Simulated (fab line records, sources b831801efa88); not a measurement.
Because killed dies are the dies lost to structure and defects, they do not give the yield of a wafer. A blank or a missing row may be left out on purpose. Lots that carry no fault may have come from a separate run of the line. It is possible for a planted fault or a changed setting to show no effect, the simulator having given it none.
The tool behind it: which one? | flow sky130 | 13 lots with 39 wafers sampled at 5 steps, on a route of 708 steps

## WHAT THE GAUGES SHOWED, per wafer
SKY_SD_N_CD_MEAS_07: the cd target is 380 nm.
lot  | measured     | on        | cd_nm (nm)
L943 | day 28 11:28 | cd_sem-02 | 373.1 374.9 373.9
L945 | day 28 18:35 | cd_sem-02 | 381.0 381.4 381.2
L946 | day 28 21:34 | cd_sem-01 | 381.1 383.0 380.8
L947 | day 29 00:09 | cd_sem-02 | 380.8 382.5 379.1
L948 | day 30 01:23 | cd_sem-01 | 382.9 379.4 379.9
L952 | day 31 00:57 | cd_sem-01 | 379.5 382.0 381.5
L954 | day 32 02:36 | cd_sem-02 | 382.5 381.4 380.5
L955 | day 32 06:04 | cd_sem-01 | 378.2 378.3 377.6
L957 | day 32 17:01 | cd_sem-02 | 382.4 379.6 379.9
L958 | day 32 22:31 | cd_sem-02 | 402.9 402.2 402.8
L959 | day 33 08:11 | cd_sem-02 | 402.3 401.4 403.4
L960 | day 33 12:02 | cd_sem-02 | 399.0 397.9 398.5
L965 | day 34 22:44 | cd_sem-01 | 385.5 383.3 385.3

SKY_SD_N_RS_MEAS_17: measurement is done with a four-point probe.
lot  | measured     | on            | SD_P_RS (ohm/sq)
L943 | day 28 12:26 | film_metro-03 | 146.9 146.5 146.8
L945 | day 28 19:33 | film_metro-03 | 147.3 147.2 147.2
L946 | day 28 22:32 | film_metro-03 | 147.4 147.3 147.1
L947 | day 29 01:07 | film_metro-01 | 146.2 146.7 147.1
L948 | day 30 02:42 | film_metro-01 | 147.2 147.4 147.0
L952 | day 31 01:58 | film_metro-01 | 146.9 146.8 147.0
L954 | day 32 03:34 | film_metro-03 | 147.8 147.3 147.4
L955 | day 32 07:01 | film_metro-03 | 146.6 146.8 146.7
L957 | day 32 17:59 | film_metro-04 | 146.7 147.0 146.4
L958 | day 32 23:29 | film_metro-01 | 146.9 146.7 146.8
L959 | day 33 09:08 | film_metro-01 | 147.0 146.9 147.2
L960 | day 33 13:03 | film_metro-01 | 146.5 146.3 146.6
L965 | day 34 23:42 | film_metro-01 | 146.3 146.7 146.6

SKY_LI_CONTACT_CD_MEAS_12: the cd target is 170 nm.
lot  | measured     | on        | cd_nm (nm)
L943 | day 29 17:19 | cd_sem-02 | 170.2 169.2 168.6
L945 | day 30 00:24 | cd_sem-02 | 170.6 171.8 171.7
L946 | day 30 03:14 | cd_sem-02 | 169.9 169.8 169.6
L947 | day 30 05:32 | cd_sem-01 | 169.8 170.1 168.6
L948 | day 31 06:50 | cd_sem-01 | 169.7 169.0 167.6
L952 | day 32 06:37 | cd_sem-01 | 170.7 171.1 169.5
L954 | day 33 06:58 | cd_sem-02 | 171.6 173.0 172.2
L955 | day 33 10:38 | cd_sem-02 | 170.7 170.3 170.2
L957 | day 33 21:46 | cd_sem-02 | 167.7 169.1 167.9
L958 | day 34 02:59 | cd_sem-01 | 170.8 170.8 171.4
L959 | day 34 12:53 | cd_sem-01 | 169.1 168.8 168.8
L960 | day 34 16:38 | cd_sem-01 | 169.3 168.6 169.8
L965 | day 36 02:36 | cd_sem-01 | 170.5 169.7 170.1

## WHAT TOOL EACH LOT RAN ON (gives the tool, then ch and the chambers of the sampled wafers, and finally the start)
lot  | SKY_RES_XHIGH_STRIP_08               | SKY_SD_N_DEVELOP_06
L943 | plasma_asher-02 ch 0, day 27 06:51   | litho_track-01 ch 0, day 28 11:20
L945 | plasma_asher-01 ch 0,1, day 27 14:13 | litho_track-03 ch 0, day 28 18:26
L946 | plasma_asher-02 ch 0,1, day 27 16:58 | litho_track-03 ch 0, day 28 21:25
L947 | plasma_asher-01 ch 0,1, day 27 20:48 | litho_track-01 ch 0, day 29 00:00
L948 | plasma_asher-04 ch 0,1, day 28 22:02 | litho_track-01 ch 0, day 30 01:09
L952 | plasma_asher-02 ch 0,1, day 29 20:46 | litho_track-01 ch 0, day 31 00:48
L954 | plasma_asher-04 ch 0,1, day 30 23:54 | litho_track-01 ch 0, day 32 02:27
L955 | plasma_asher-02 ch 0,1, day 31 03:27 | litho_track-03 ch 0, day 32 05:55
L957 | plasma_asher-02 ch 0,1, day 31 14:22 | litho_track-03 ch 0, day 32 16:52
L958 | plasma_asher-02 ch 0,1, day 31 18:31 | litho_track-03 ch 0, day 32 22:22
L959 | plasma_asher-02 ch 0,1, day 32 04:55 | litho_track-03 ch 0, day 33 08:02
L960 | plasma_asher-01 ch 0,1, day 32 08:47 | litho_track-03 ch 0, day 33 11:53
L965 | plasma_asher-04 ch 0,1, day 33 19:56 | litho_track-01 ch 0, day 34 22:33
- SKY_RES_XHIGH_STRIP_08: strips in O2/N2.
- SKY_SD_N_DEVELOP_06: develop time 60 s.

## WHAT THE TOOLS THEMSELVES READ (means of the sampled wafers that have a number; where no wafer has one, the mark that the record gives instead)
SKY_RES_XHIGH_STRIP_08.
lot  | tool            | drypump_motor_current_A (A) | oes_product_au (a.u.) | strip_time_to_endpoint_s (s)
L943 | plasma_asher-02 | 4.8                         | 0.710                 | 14.25
L945 | plasma_asher-01 | 6.1                         | 0.711                 | 14.23
L946 | plasma_asher-02 | 4.9                         | 0.711                 | 14.30
L947 | plasma_asher-01 | 6.1                         | 0.707                 | 14.27
L948 | plasma_asher-04 | 5.3                         | 0.716                 | 14.32
L952 | plasma_asher-02 | 4.9                         | 0.710                 | 14.33
L954 | plasma_asher-04 | 5.1                         | 0.709                 | 14.28
L955 | plasma_asher-02 | 4.9                         | 0.709                 | 14.26
L957 | plasma_asher-02 | 4.9                         | 0.707                 | 14.19
L958 | plasma_asher-02 | 4.9                         | 0.715                 | 14.30
L959 | plasma_asher-02 | 4.9                         | 0.717                 | 14.31
L960 | plasma_asher-01 | 6.1                         | 0.712                 | 14.30
L965 | plasma_asher-04 | 5.3                         | 0.715                 | 14.24

## THE ANSWER, worked out from the rows above alone
Rule: the usual values come from the lots themselves. Put in order of their means at a reading, lots are off if they are a third of the lots or fewer, leave a main group of 4 or more, and stand apart from it by a gap of 3 or more times the standard deviation of the main group's means; of several such gaps the widest counts. A main group is skipped when, at the precision printed for the reading in the tables above, its means are all equal. Also off: a lot with no number at a reading for which 4 or more lots have one. All remaining lots with rows at the step are treated as sound. After the gauges, taken in route order, come the tools' own readings; for these a lot's mean is taken, as printed above. At the first step where some lot is off, the reading lying furthest off is the one used; lots without a number count as furthest.
Off: L958, L959, L960, at SKY_SD_N_CD_MEAS_07 (cd_nm). Mean 380.4 nm and standard deviation 2.6 in the main group.
A tool fits if, at a process step before that reading, it ran every lot that is off, and no sound lot after the first of them. The gauges at SKY_SD_N_CD_MEAS_07 are tried like those tools. This does not decide it: 2 tools fit, namely litho_track-03 at SKY_SD_N_DEVELOP_06 and cd_sem-02 at SKY_SD_N_CD_MEAS_07.

## WHAT THE SIMULATOR PUT IN
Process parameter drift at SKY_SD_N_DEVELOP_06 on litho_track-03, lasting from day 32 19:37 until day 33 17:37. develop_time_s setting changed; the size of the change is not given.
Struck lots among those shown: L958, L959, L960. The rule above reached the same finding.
